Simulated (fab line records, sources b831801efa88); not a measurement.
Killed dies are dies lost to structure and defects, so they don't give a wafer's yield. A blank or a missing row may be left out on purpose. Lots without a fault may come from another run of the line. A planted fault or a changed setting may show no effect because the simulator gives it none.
fab line records | flow gf180mcu
record lots=12 wafers=36 last_day=34
route steps=602 shown STI@1 MVPSD@86 HV_LDD@187
lots that met no fault: from a run of the same line without faults
start_h: hours from the record's first day to the start of the lot's first wafer shown | wait_h: hours since the lot's step before | " the same as in the row above | L1.1+2: a row that stands for several wafers | - no value, or no start given | * or withheld: withheld | < > ~ a bound
route shown NAME@n: a module of which the file shows steps, and the number in the route of the first | usual: mean/standard deviation of fault-free wafers | same: alike in all rows | chamber/n: place in a boat | sites: the reading at each site | _std_site: their standard deviation | _edge_site: outer sites' mean less inner sites' | radius_mm: how far each site lies from the wafer's centre | mask NAME#n: copy n | behind: the tool/chamber that last shaped the wafer | hold: why the lot was held/for how many hours/how that ended | device: the transistor (n, p or np) that didn't switch | end of line: the same wafers' tests at the end of the route | a step without rows: its recipe alone | killed: dies lost to structure and defects at the first sort, not the wafer's yield | map: a wafer's dies, x killed, . not, _ none there
set.NAME: the setting as run; set.NAME@STEP: as run at that earlier step | model.NAME: the simulator's own value behind a step, which no gauge read
steps of the route over a sample of lots; a table a step, a row a wafer
services: from which hour (start_h, from the record's first day; less than 0 if before it) a tool's chamber was out of use, for how many hours, and why
## steps
# step GF_STI_BOW_MEAS_00
# recipe mode=bow
# usual INCOMING_BOW=0/5.8
# columns lot.wafer tool chamber start_h wait_h INCOMING_BOW[um]
L749.2 film_metro-02 - 10.02 - -7
L749.3 " - " " -3
L749.4 " - " " 2
L750.3 film_metro-02 - 15.04 - 8
L750.5 " - " " 2
L750.6 " - " " -4
L751.2 film_metro-02 - 20.02 - -1
L751.4 " - " " -5
L751.5 " - " " -9
L752.2 film_metro-02 - 25.02 - -2
L752.3 " - " " 0
L752.6 " - " " 3
L753.3 film_metro-03 - 30.04 - 1
L753.4 " - " " -1
L753.6 " - " " 5
L754.2 film_metro-03 - 35.02 - 5
L754.3 " - " " -6
L754.5 " - " " -2
L755.3 film_metro-02 - 40.04 - 9
L755.4 " - " " 4
L755.6 " - " " 6
L756.2 film_metro-01 - 45.02 - -1
L756.3 " - " " 2
L756.4 " - " " -4
L761.1 film_metro-02 - 70.00 - 6
L761.4 " - " " 1
L761.6 " - " " -1
L762.1 film_metro-02 - 75.00 - -4
L762.4 " - " " 3
L762.5 " - " " -3
L764.1 film_metro-02 - 85.00 - -3
L764.3 " - " " -5
L764.4 " - " " 1
L771.1 film_metro-01 - 120.00 - -2
L771.3 " - " " -4
L771.6 " - " " 5
# step GF_STI_THK_MEAS_02
# recipe reads=SiO2_of_STI_OXIDATION_01
# usual STI_OXIDATION_THK=9.98/0.15
# columns lot.wafer tool chamber start_h wait_h STI_OXIDATION_THK[nm]
L749.2 film_metro-01 - 12.22 0.0 9.97
L749.3 " - " " 10.16
L749.4 " - " " 10.19
L750.3 film_metro-02 - 16.53 0.0 9.88
L750.5 " - " " 10.25
L750.6 " - " " 9.94
L751.2 film_metro-01 - 21.52 0.0 10.06
L751.4 " - " " 9.99
L751.5 " - " " 9.79
L752.2 film_metro-03 - 26.52 0.0 10.17
L752.3 " - " " 10.00
L752.6 " - " " 9.99
L753.3 film_metro-01 - 33.95 0.0 9.84
L753.4 " - " " 9.76
L753.6 " - " " 9.86
L754.2 film_metro-01 - 37.61 0.0 9.82
L754.3 " - " " 10.09
L754.5 " - " " 9.79
L755.3 film_metro-02 - 41.64 0.0 9.72
L755.4 " - " " 9.95
L755.6 " - " " 9.82
L756.2 film_metro-03 - 46.52 0.0 9.97
L756.3 " - " " 10.18
L756.4 " - " " 10.06
L761.1 film_metro-01 - 71.51 0.0 9.60
L761.4 " - " " 9.66
L761.6 " - " " 9.60
L762.1 film_metro-02 - 76.51 0.0 9.96
L762.4 " - " " 9.90
L762.5 " - " " 10.05
L764.1 film_metro-03 - 86.51 0.0 9.97
L764.3 " - " " 9.95
L764.4 " - " " 9.93
L771.1 film_metro-02 - 121.51 0.0 10.24
L771.3 " - " " 10.17
L771.6 " - " " 10.04
# step GF_MVPSD_IMPLANT_08
# recipe species=B energy_kev=170 dose_cm2=1.5e+13 tilt_deg=0
# usual beam_energy_keV=169.98/0.054
# columns lot.wafer tool chamber start_h wait_h beam_energy_keV
L749.2 implanter-04 0 99.60 0.0 170.09
L749.3 " 0 " " 170.09
L749.4 " 0 " " 170.03
L750.3 implanter-04 0 104.13 0.1 170.06
L750.5 " 0 " " 170.05
L750.6 " 0 " " 170.00
L751.2 implanter-02 0 111.10 0.0 170.04
L751.4 " 0 " " 170.02
L751.5 " 0 " " 170.01
L752.2 implanter-04 0 116.81 0.0 170.02
L752.3 " 0 " " 169.99
L752.6 " 0 " " 170.01
L753.3 implanter-02 0 122.43 0.1 169.91
L753.4 " 0 " " 170.00
L753.6 " 0 " " 169.95
L754.2 implanter-02 0 127.04 0.0 169.97
L754.3 " 0 " " 169.99
L754.5 " 0 " " 169.97
L755.3 implanter-04 0 133.38 0.1 170.00
L755.4 " 0 " " 170.00
L755.6 " 0 " " 170.00
L756.2 implanter-02 0 137.29 0.0 169.95
L756.3 " 0 " " 169.97
L756.4 " 0 " " 169.89
L761.1 implanter-04 0 168.41 0.0 184.65
L761.4 " 0 " " 184.70
L761.6 " 0 " " 184.70
L762.1 implanter-02 0 175.33 0.0 169.99
L762.4 " 0 " " 169.92
L762.5 " 0 " " 169.97
L764.1 implanter-04 0 185.92 0.0 184.63
L764.3 " 0 " " 184.55
L764.4 " 0 " " 184.60
L771.1 implanter-03 0 227.72 0.0 170.07
L771.3 " 0 " " 170.08
L771.6 " 0 " " 170.01
# step GF_VT_IMPLANT_RS_MEAS_49
# recipe thk_meas_gauge=four-point-probe
# usual MVPSD_RS=1169.0/2.9
# columns lot.wafer tool chamber start_h wait_h MVPSD_RS[ohm/sq]
L749.2 film_metro-04 - 160.71 0.1 1162.6
L749.3 " - " " 1164.5
L749.4 " - " " 1162.8
L750.3 film_metro-03 - 165.93 0.1 1168.2
L750.5 " - " " 1169.9
L750.6 " - " " 1172.5
L751.2 film_metro-03 - 172.71 0.1 1166.9
L751.4 " - " " 1170.4
L751.5 " - " " 1170.0
L752.2 film_metro-04 - 179.01 0.1 1170.1
L752.3 " - " " 1170.6
L752.6 " - " " 1170.4
L753.3 film_metro-04 - 187.38 0.1 1165.4
L753.4 " - " " 1167.9
L753.6 " - " " 1168.1
L754.2 film_metro-04 - 190.75 0.1 1166.2
L754.3 " - " " 1167.6
L754.5 " - " " 1168.2
L755.3 film_metro-04 - 198.68 0.1 1169.2
L755.4 " - " " 1170.2
L755.6 " - " " 1166.5
L756.2 film_metro-03 - 202.81 0.1 1166.1
L756.3 " - " " 1167.3
L756.4 " - " " 1168.8
L761.1 film_metro-04 - 238.94 0.1 1149.9
L761.4 " - " " 1152.8
L761.6 " - " " 1149.1
L762.1 film_metro-03 - 245.94 0.1 1169.6
L762.4 " - " " 1169.4
L762.5 " - " " 1171.3
L764.1 film_metro-01 - 259.34 0.1 1157.2
L764.3 " - " " 1163.4
L764.4 " - " " 1163.2
L771.1 film_metro-01 - 305.60 0.1 1168.4
L771.3 " - " " 1170.7
L771.6 " - " " 1168.9
# step GF_HV_LDD_TW_MEAS_11
# usual HV_LDD_TW=2400/13
# columns lot.wafer tool chamber start_h wait_h HV_LDD_TW
L749.2 film_metro-01 - 219.54 0.1 2387
L749.3 " - " " 2390
L749.4 " - " " 2378
L750.3 film_metro-01 - 225.90 0.1 2389
L750.5 " - " " 2384
L750.6 " - " " 2389
L751.2 film_metro-04 - 233.25 0.1 2400
L751.4 " - " " 2384
L751.5 " - " " 2399
L752.2 film_metro-03 - 237.75 0.1 2405
L752.3 " - " " 2410
L752.6 " - " " 2406
L753.3 film_metro-03 - 249.86 0.1 2415
L753.4 " - " " 2411
L753.6 " - " " 2424
L754.2 film_metro-04 - 251.79 0.1 2395
L754.3 " - " " 2403
L754.5 " - " " 2399
L755.3 film_metro-04 - 261.31 0.1 2400
L755.4 " - " " 2409
L755.6 " - " " 2404
L756.2 film_metro-01 - 264.16 0.1 2392
L756.3 " - " " 2389
L756.4 " - " " 2385
L761.1 film_metro-03 - 305.44 0.1 2410
L761.4 " - " " 2413
L761.6 " - " " 2413
L762.1 film_metro-01 - 314.29 0.1 2405
L762.4 " - " " 2391
L762.5 " - " " 2406
L764.1 film_metro-04 - 327.84 0.1 2382
L764.3 " - " " 2384
L764.4 " - " " 2388
L771.1 film_metro-04 - 375.64 0.1 2403
L771.3 " - " " 2425
L771.6 " - " " 2414
## services
# columns tool chamber start_h hours kind
implanter-04 - 77.13 5.5 pm
implanter-02 - 81.05 3.7 pm
implanter-02 - 85.93 1.9 repair
implanter-04 - 86.88 3.5 pm
implanter-02 - 95.17 0.8 repair
implanter-03 - 122.67 2.4 repair
implanter-04 - 140.46 3.0 repair
implanter-03 - 140.94 77.2 pm
implanter-02 - 180.72 106.0 repair
implanter-04 - 190.11 5.4 repair
implanter-03 - 221.38 6.3 repair
## key
first_sign step=GF_MVPSD_IMPLANT_08 reading=beam_energy_keV direction=up sigmas=99+ usual=169.98 struck=184.64
effect step=GF_VT_IMPLANT_RS_MEAS_49 reading=MVPSD_RS direction=down sigmas=4.5 usual=1169.0 struck=1155.9
met_at GF_MVPSD_IMPLANT_08
struck_lots L761,L764
tester_left_out L761,L764
not_acting_at GF_STI_BOW_MEAS_00,GF_STI_THK_MEAS_02,GF_HV_LDD_TW_MEAS_11
onset_between 133.38 168.41
fault kind=process_parameter_drift tool=implanter-04 chamber=- onset_h=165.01 steps=GF_MVPSD_IMPLANT_08 channel=energy_kev offset=14.643 shape=step end_h=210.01 acts_in=these_recipes_only stated=170
# tester_left_out: of these lots the tester's yield and bins aren't shown, on N5 and GAA mostly nor the transistor test; their killed dies are dies lost to structure and defects alone, not to doping, threshold or leakage, so they don't give the yield
